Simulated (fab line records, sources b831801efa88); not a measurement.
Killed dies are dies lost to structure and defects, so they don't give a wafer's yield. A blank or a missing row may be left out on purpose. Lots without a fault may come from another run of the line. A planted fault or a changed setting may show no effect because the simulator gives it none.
Chamber matching | flow gf180mcu | GF_V1_CVD_02 on pecvd-01: 3 sister chambers
The step deposits SiO2 from TEOS, target thk 850 nm, time 94.851 s. 14 wafers are shown with their chamber, then 6 later ones without.

WAFERS WITH THEIR CHAMBER
wafer  | chamber | heater_power_w (W)
L884.2 | 1       | 686
L884.3 | 0       | 562
L884.5 | 0       | 602
L885.4 | 1       | 714
L885.5 | 1       | 740
L885.6 | 2       | 626
L887.1 | 1       | 737
L887.3 | 2       | 663
L887.5 | 2       | 691
L888.3 | 0       | 582
L888.5 | 0       | 627
L888.6 | 1       | 746
L892.1 | 0       | 588
L892.4 | 1       | 688

SIGNATURES (means of the wafers above)
reading        | chamber 0 | chamber 1 | chamber 2 | scatter within a chamber
heater_power_w | 592.20    | 718.50    | 660.00    | 27
Rule: a wafer's distance from a chamber is the root of the sum, over the readings, of the square of ((its reading less the chamber's mean) divided by the reading's scatter). The wafer belongs to the nearest chamber; if the next one is less than 2 further off, it can't be placed. The scatter: the root of (the sum of the squares of (reading less its chamber's mean) over the shown wafers, divided by (wafers less chambers)).

WAFERS WITHOUT THEIR CHAMBER
wafer  | heater_power_w (W)
L892.5 | 646
L895.2 | 631
L895.4 | 492
L895.5 | 755
L900.4 | 712
L901.4 | 737

WHICH CHAMBER EACH WENT THROUGH
wafer  | from the rows above     | in truth
L892.5 | can't be placed: 2 or 0 | 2
L895.2 | can't be placed: 2 or 0 | 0
L895.4 | 0                       | 0
L895.5 | 1                       | 1
L900.4 | can't be placed: 1 or 2 | 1
L901.4 | 1                       | 1
Placed correctly: 3 of 6. Can't be placed from these rows: 3 (the true chamber is among the candidates in 3). Placed wrongly: 0.
